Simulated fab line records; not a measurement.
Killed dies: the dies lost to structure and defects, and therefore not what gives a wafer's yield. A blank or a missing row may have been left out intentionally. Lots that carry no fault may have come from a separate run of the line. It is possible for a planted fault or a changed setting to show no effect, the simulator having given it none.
Which tool is to blame? + flow gf180mcu + 45 wafers from 15 lots sampled at 6 of the route's 602 steps

== WHAT THE GAUGES READ, wafer by wafer ==
GF_VT_IMPLANT_TW_MEAS_10.
| lot  | measured     | on            | VT_IMPLANT_TW |
|------|--------------|---------------|---------------|
| L638 | day 5 09:16  | film_metro-03 | 569 569 565   |
| L639 | day 5 21:00  | film_metro-04 | 556 558 561   |
| L641 | day 6 07:11  | film_metro-04 | 566 565 564   |
| L646 | day 7 15:11  | film_metro-03 | 572 571 565   |
| L647 | day 7 21:53  | film_metro-01 | 30 30 30      |
| L648 | day 8 05:11  | film_metro-03 | 30 30 30      |
| L649 | day 8 09:18  | film_metro-04 | 30 30 30      |
| L650 | day 8 16:28  | film_metro-04 | 561 562 564   |
| L651 | day 8 23:17  | film_metro-03 | 578 575 572   |
| L655 | day 9 20:14  | film_metro-04 | 563 564 561   |
| L658 | day 10 15:53 | film_metro-04 | 564 561 566   |
| L657 | day 10 15:37 | film_metro-03 | 566 564 565   |
| L659 | day 10 22:37 | film_metro-03 | 564 562 564   |
| L660 | day 11 07:18 | film_metro-04 | 562 563 558   |
| L661 | day 11 13:05 | film_metro-03 | 567 567 569   |

GF_V2_CD_MEAS_14: the cd target is 260 nm.
| lot  | measured     | on        | cd_nm (nm)        |
|------|--------------|-----------|-------------------|
| L638 | day 19 22:30 | cd_sem-02 | 257.4 257.7 258.7 |
| L639 | day 20 14:14 | cd_sem-01 | 261.6 260.7 261.5 |
| L641 | day 21 04:41 | cd_sem-01 | 260.5 259.8 259.1 |
| L646 | day 23 05:23 | cd_sem-01 | 259.9 259.5 259.5 |
| L647 | day 23 11:26 | cd_sem-02 | 262.7 261.8 261.1 |
| L648 | day 24 02:08 | cd_sem-02 | 258.6 259.2 259.7 |
| L649 | day 24 09:52 | cd_sem-02 | 260.2 258.8 259.8 |
| L650 | day 24 17:38 | cd_sem-01 | 260.3 261.4 261.1 |
| L651 | day 25 01:11 | cd_sem-01 | 258.5 259.0 260.3 |
| L655 | day 26 08:08 | cd_sem-01 | 261.2 261.9 259.9 |
| L658 | day 27 00:38 | cd_sem-01 | 258.4 258.5 257.8 |
| L657 | day 26 19:35 | cd_sem-01 | 261.6 261.7 261.2 |
| L659 | day 27 10:32 | cd_sem-02 | 260.0 261.2 260.6 |
| L660 | day 27 18:59 | cd_sem-02 | 261.3 261.4 261.7 |
| L661 | day 28 01:08 | cd_sem-02 | 260.7 262.0 262.3 |

GF_M3_RS_MEAS_05: a four-point-probe measurement.
| lot  | measured     | on            | M3_ALCU_RS (ohm/sq)  |
|------|--------------|---------------|----------------------|
| L638 | day 20 00:35 | film_metro-03 | 0.0694 0.0698 0.0694 |
| L639 | day 20 16:25 | film_metro-03 | 0.0698 0.0694 0.0704 |
| L641 | day 21 06:31 | film_metro-03 | 0.0708 0.0703 0.0696 |
| L646 | day 23 07:28 | film_metro-04 | 0.0701 0.0701 0.0693 |
| L647 | day 23 13:10 | film_metro-04 | 0.0684 0.0691 0.0696 |
| L648 | day 24 04:55 | film_metro-04 | 0.0694 0.0701 0.0697 |
| L649 | day 24 11:48 | film_metro-01 | 0.0705 0.0690 0.0693 |
| L650 | day 24 19:28 | film_metro-03 | 0.0706 0.0698 0.0703 |
| L651 | day 25 02:55 | film_metro-03 | 0.0700 0.0694 0.0706 |
| L655 | day 26 09:53 | film_metro-03 | 0.0706 0.0704 0.0700 |
| L658 | day 27 02:22 | film_metro-03 | 0.0692 0.0705 0.0689 |
| L657 | day 26 21:19 | film_metro-03 | 0.0699 0.0695 0.0697 |
| L659 | day 27 12:18 | film_metro-01 | 0.0698 0.0696 0.0688 |
| L660 | day 27 20:44 | film_metro-04 | 0.0697 0.0704 0.0693 |
| L661 | day 28 02:52 | film_metro-03 | 0.0689 0.0700 0.0699 |

== EACH LOT AND THE TOOL THAT RAN IT (in order: tool; ch and the chambers of the sampled wafers; start) ==
| lot  | GF_MVPSD_STRIP_10                    | GF_VT_IMPLANT_STRIP_09               | GF_V2_CMP_26                  |
|------|--------------------------------------|--------------------------------------|-------------------------------|
| L638 | plasma_asher-01 ch 0,1, day 4 18:45  | plasma_asher-02 ch 0,1, day 5 09:10  | cmp-01 ch 1,2, day 20 00:00   |
| L639 | plasma_asher-01 ch 0,1, day 5 06:28  | plasma_asher-04 ch 0,1, day 5 20:54  | cmp-01 ch 1,2, day 20 15:53   |
| L641 | plasma_asher-01 ch 0,1, day 5 15:34  | plasma_asher-03 ch 0,1, day 6 07:05  | cmp-01 ch 0,1,2, day 21 06:02 |
| L646 | plasma_asher-03 ch 0,1, day 6 23:50  | plasma_asher-04 ch 0,1, day 7 15:02  | cmp-02 ch 2,3, day 23 06:56   |
| L647 | plasma_asher-01 ch 0,1, day 7 06:32  | plasma_asher-02 ch 0,1, day 7 21:47  | cmp-02 ch 0,1,3, day 23 12:39 |
| L648 | plasma_asher-02 ch 1, day 7 14:02    | plasma_asher-02 ch 0,1, day 8 05:05  | cmp-02 ch 0,1,3, day 24 04:23 |
| L649 | plasma_asher-01 ch 0,1, day 7 17:31  | plasma_asher-02 ch 0,1, day 8 09:13  | cmp-02 ch 0,3, day 24 11:17   |
| L650 | plasma_asher-01 ch 0,1, day 7 23:34  | plasma_asher-03 ch 0,1, day 8 16:22  | cmp-02 ch 2,3, day 24 18:56   |
| L651 | plasma_asher-01 ch 0,1, day 8 06:29  | plasma_asher-02 ch 0,1, day 8 23:11  | cmp-01 ch 0,1,3, day 25 02:26 |
| L655 | plasma_asher-03 ch 0,1, day 9 03:34  | plasma_asher-02 ch 0,1, day 9 20:08  | cmp-01 ch 0,2,3, day 26 09:26 |
| L658 | plasma_asher-01 ch 0,1, day 9 21:23  | plasma_asher-02 ch 0,1, day 10 15:47 | cmp-01 ch 0,1,3, day 27 01:53 |
| L657 | plasma_asher-02 ch 0,1, day 9 21:25  | plasma_asher-04 ch 0,1, day 10 15:32 | cmp-01 ch 0,3, day 26 20:45   |
| L659 | plasma_asher-02 ch 0,1, day 10 04:02 | plasma_asher-03 ch 0,1, day 10 22:31 | cmp-02 ch 0,2,3, day 27 11:50 |
| L660 | plasma_asher-03 ch 0,1, day 10 13:01 | plasma_asher-04 ch 0,1, day 11 07:11 | cmp-02 ch 0,1,2, day 27 20:11 |
| L661 | plasma_asher-01 ch 0,1, day 10 18:08 | plasma_asher-04 ch 0,1, day 11 12:59 | cmp-01 ch 0,1,3, day 28 02:27 |
- GF_MVPSD_STRIP_10: strips in O2/N2.
- GF_VT_IMPLANT_STRIP_09: strips in O2/N2.
- GF_V2_CMP_26: polishes, stops on SiO2, t overpolish 15 s, target thk 0 nm.

== WHAT THE TOOLS THEMSELVES READ (means of the sampled wafers that have a number; where no wafer has one, the mark that the record gives instead) ==
GF_MVPSD_STRIP_10.
| lot  | tool            | chamber_pressure_mTorr (mTorr) | drypump_motor_current_A (A) | heater_power_w (W) | oes_product_au (a.u.) | strip_time_to_endpoint_s (s) |
|------|-----------------|--------------------------------|-----------------------------|--------------------|-----------------------|------------------------------|
| L638 | plasma_asher-01 | 1499.7                         | 5.62                        | 371                | 0.726                 | 37.45                        |
| L639 | plasma_asher-01 | 1499.6                         | 5.45                        | 349                | 0.723                 | 37.27                        |
| L641 | plasma_asher-01 | 1501.0                         | 5.62                        | 357                | 0.721                 | 37.26                        |
| L646 | plasma_asher-03 | 1499.2                         | 5.57                        | 331                | 0.722                 | 37.36                        |
| L647 | plasma_asher-01 | -                              | -                           | -                  | -                     | -                            |
| L648 | plasma_asher-02 | -                              | -                           | -                  | -                     | -                            |
| L649 | plasma_asher-01 | -                              | -                           | -                  | -                     | -                            |
| L650 | plasma_asher-01 | 1499.8                         | 5.62                        | 362                | 0.722                 | 37.22                        |
| L651 | plasma_asher-01 | 1498.5                         | 5.46                        | 355                | 0.720                 | 37.26                        |
| L655 | plasma_asher-03 | 1500.8                         | 5.71                        | 327                | 0.725                 | 37.17                        |
| L658 | plasma_asher-01 | 1500.2                         | 5.45                        | 350                | 0.721                 | 37.12                        |
| L657 | plasma_asher-02 | 1499.2                         | 6.02                        | 330                | 0.725                 | 37.27                        |
| L659 | plasma_asher-02 | 1499.0                         | 6.09                        | 352                | 0.723                 | 37.17                        |
| L660 | plasma_asher-03 | 1500.7                         | 5.72                        | 325                | 0.723                 | 37.21                        |
| L661 | plasma_asher-01 | 1499.5                         | 5.44                        | 346                | 0.723                 | 37.17                        |

GF_VT_IMPLANT_STRIP_09.
| lot  | tool            | chamber_pressure_mTorr (mTorr) | drypump_motor_current_A (A) | heater_power_w (W) | oes_product_au (a.u.) | strip_time_to_endpoint_s (s) |
|------|-----------------|--------------------------------|-----------------------------|--------------------|-----------------------|------------------------------|
| L638 | plasma_asher-02 | 1499.4                         | 6.04                        | 335                | 0.720                 | 12.61                        |
| L639 | plasma_asher-04 | 1499.6                         | 6.07                        | 363                | 0.716                 | 12.61                        |
| L641 | plasma_asher-03 | 1500.9                         | 5.73                        | 326                | 0.717                 | 12.58                        |
| L646 | plasma_asher-04 | 1501.3                         | 6.05                        | 365                | 0.715                 | 12.63                        |
| L647 | plasma_asher-02 | 1499.6                         | 6.09                        | 356                | 0.730                 | 57.62                        |
| L648 | plasma_asher-02 | 1501.6                         | 6.11                        | 357                | 0.731                 | 57.60                        |
| L649 | plasma_asher-02 | 1499.9                         | 6.12                        | 356                | 0.731                 | 57.39                        |
| L650 | plasma_asher-03 | 1500.7                         | 5.59                        | 323                | 0.718                 | 12.69                        |
| L651 | plasma_asher-02 | 1500.2                         | 6.02                        | 333                | 0.713                 | 12.62                        |
| L655 | plasma_asher-02 | 1500.6                         | 6.12                        | 350                | 0.715                 | 12.61                        |
| L658 | plasma_asher-02 | 1500.7                         | 6.10                        | 357                | 0.717                 | 12.66                        |
| L657 | plasma_asher-04 | 1499.9                         | 5.95                        | 373                | 0.713                 | 12.59                        |
| L659 | plasma_asher-03 | 1499.9                         | 5.57                        | 321                | 0.718                 | 12.65                        |
| L660 | plasma_asher-04 | 1499.4                         | 6.04                        | 364                | 0.712                 | 12.69                        |
| L661 | plasma_asher-04 | 1500.5                         | 5.93                        | 367                | 0.716                 | 12.62                        |

GF_V2_CMP_26.
| lot  | tool   | motor_current_A (A) | overpolish_run_s (s) | time_to_endpoint_s (s) |
|------|--------|---------------------|----------------------|------------------------|
| L638 | cmp-01 | 11.6                | 14.998               | 86                     |
| L639 | cmp-01 | 11.2                | 14.998               | 85                     |
| L641 | cmp-01 | 10.5                | 14.999               | 89                     |
| L646 | cmp-02 | 11.2                | 14.995               | 87                     |
| L647 | cmp-02 | 11.0                | 14.992               | 84                     |
| L648 | cmp-02 | 11.1                | 14.998               | 83                     |
| L649 | cmp-02 | 11.8                | 15.000               | 82                     |
| L650 | cmp-02 | 10.3                | 15.000               | 86                     |
| L651 | cmp-01 | 10.8                | 14.998               | 88                     |
| L655 | cmp-01 | 10.2                | 15.003               | 85                     |
| L658 | cmp-01 | 10.9                | 15.002               | 80                     |
| L657 | cmp-01 | 9.9                 | 14.999               | 82                     |
| L659 | cmp-02 | 11.7                | 15.006               | 84                     |
| L660 | cmp-02 | 11.3                | 14.997               | 88                     |
| L661 | cmp-01 | 10.7                | 15.001               | 85                     |

== THE ANSWER, worked out from the rows above alone ==
Rule: the usual values come from the lots themselves. Put in order of their means at a reading, lots are off if they are a third of the lots or fewer, leave a main group of 4 or more, and stand apart from it by a gap of 3 or more times the standard deviation of the main group's means; of several such gaps the widest counts. A main group whose means are all the same, to the digits that the tables above print for the reading, isn't used. A lot without any number at a reading at which 4 lots or more have one is off too. All remaining lots with rows at the step are treated as sound. Order of review: gauges by route order, followed by the tools' own readings, for which a lot's mean as printed above is used. The first step at which some lot is off is used, and at that step the reading that is off furthest; a lot without a number counts as furthest.
Off: L647, L648, L649, seen at GF_VT_IMPLANT_TW_MEAS_10 (VT_IMPLANT_TW). The main group: mean 565, standard deviation 4.2.
If a tool, at a process step before that reading, ran all the lots that are off and no sound lot after the first of them, it fits. The gauges at GF_VT_IMPLANT_TW_MEAS_10 aren't tried: what is off there is off at GF_MVPSD_STRIP_10 too, on other tools, and a gauge's error can't cause that. No candidate that was tried fits.

== WHAT THE SIMULATOR PUT IN ==
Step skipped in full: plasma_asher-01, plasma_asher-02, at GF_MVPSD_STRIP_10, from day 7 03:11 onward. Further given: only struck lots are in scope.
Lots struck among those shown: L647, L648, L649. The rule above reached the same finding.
